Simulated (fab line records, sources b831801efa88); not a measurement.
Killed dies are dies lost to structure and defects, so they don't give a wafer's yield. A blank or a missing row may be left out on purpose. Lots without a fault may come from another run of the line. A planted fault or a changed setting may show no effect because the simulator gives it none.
Chamber matching | flow gf180mcu | GF_M5_ETCH_09 on rie_diel-02: 4 sister chambers
The step etches Si3N4 in CF4/O2, target depth 52 nm, time 11.6 s. 16 wafers are shown with their chamber, then 8 later ones without.

WAFERS WITH THEIR CHAMBER
wafer  | chamber | drypump_motor_current_A (A) | oes_product_au (a.u.) | throttle_valve_pct (%)
L078.1 | 2       | 5.9                         | 1.001                 | 5.968
L078.2 | 0       | 5.5                         | 1.011                 | 5.970
L078.4 | 1       | 5.8                         | 1.009                 | 5.971
L083.3 | 3       | 6.0                         | 1.004                 | 5.988
L083.4 | 2       | 5.9                         | 0.999                 | 5.988
L083.6 | 1       | 5.8                         | 1.000                 | 5.957
L085.3 | 2       | 5.9                         | 0.999                 | 5.972
L085.5 | 1       | 5.7                         | 1.001                 | 5.971
L085.6 | 2       | 5.9                         | 1.008                 | 5.962
L086.1 | 3       | 6.1                         | 1.002                 | 5.962
L086.3 | 2       | 5.9                         | 1.002                 | 5.961
L086.5 | 2       | 5.9                         | 1.008                 | 5.979
L095.1 | 2       | 5.9                         | 1.006                 | 5.976
L095.2 | 0       | 5.5                         | 1.010                 | 5.983
L095.3 | 3       | 6.0                         | 1.006                 | 5.975
L095.4 | 0       | 5.5                         | 1.016                 | 5.966

SIGNATURES (means of the wafers above)
reading                 | chamber 0 | chamber 1 | chamber 2 | chamber 3 | scatter within a chamber
drypump_motor_current_A | 5.500     | 5.767     | 5.900     | 6.033     | 0.0333
oes_product_au          | 1.01233   | 1.00333   | 1.00329   | 1.00400   | 0.00379
throttle_valve_pct      | 5.97300   | 5.96633   | 5.97229   | 5.97500   | 0.00993
Rule: a wafer's distance from a chamber is the root of the sum, over the readings, of the square of ((its reading less the chamber's mean) divided by the reading's scatter). The wafer belongs to the nearest chamber; if the next one is less than 2 further off, it can't be placed. The scatter: the root of (the sum of the squares of (reading less its chamber's mean) over the shown wafers, divided by (wafers less chambers)).

WAFERS WITHOUT THEIR CHAMBER
wafer  | drypump_motor_current_A (A) | oes_product_au (a.u.) | throttle_valve_pct (%)
L095.5 | 6.0                         | 1.007                 | 5.973
L095.6 | 5.9                         | 1.004                 | 5.962
L093.1 | 6.0                         | 1.010                 | 5.960
L093.2 | 5.5                         | 1.019                 | 5.977
L093.5 | 6.0                         | 1.014                 | 5.983
L092.1 | 6.0                         | 1.009                 | 5.967
L092.2 | 5.9                         | 1.001                 | 5.965
L092.4 | 5.8                         | 1.011                 | 5.970

WHICH CHAMBER EACH WENT THROUGH
wafer  | from the rows above     | in truth
L095.5 | can't be placed: 3 or 2 | 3
L095.6 | 2                       | 2
L093.1 | can't be placed: 3 or 2 | 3
L093.2 | 0                       | 0
L093.5 | can't be placed: 3 or 2 | 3
L092.1 | can't be placed: 3 or 2 | 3
L092.2 | 2                       | 2
L092.4 | can't be placed: 1 or 2 | 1
Placed correctly: 3 of 8. Can't be placed from these rows: 5 (the true chamber is among the candidates in 5). Placed wrongly: 0.
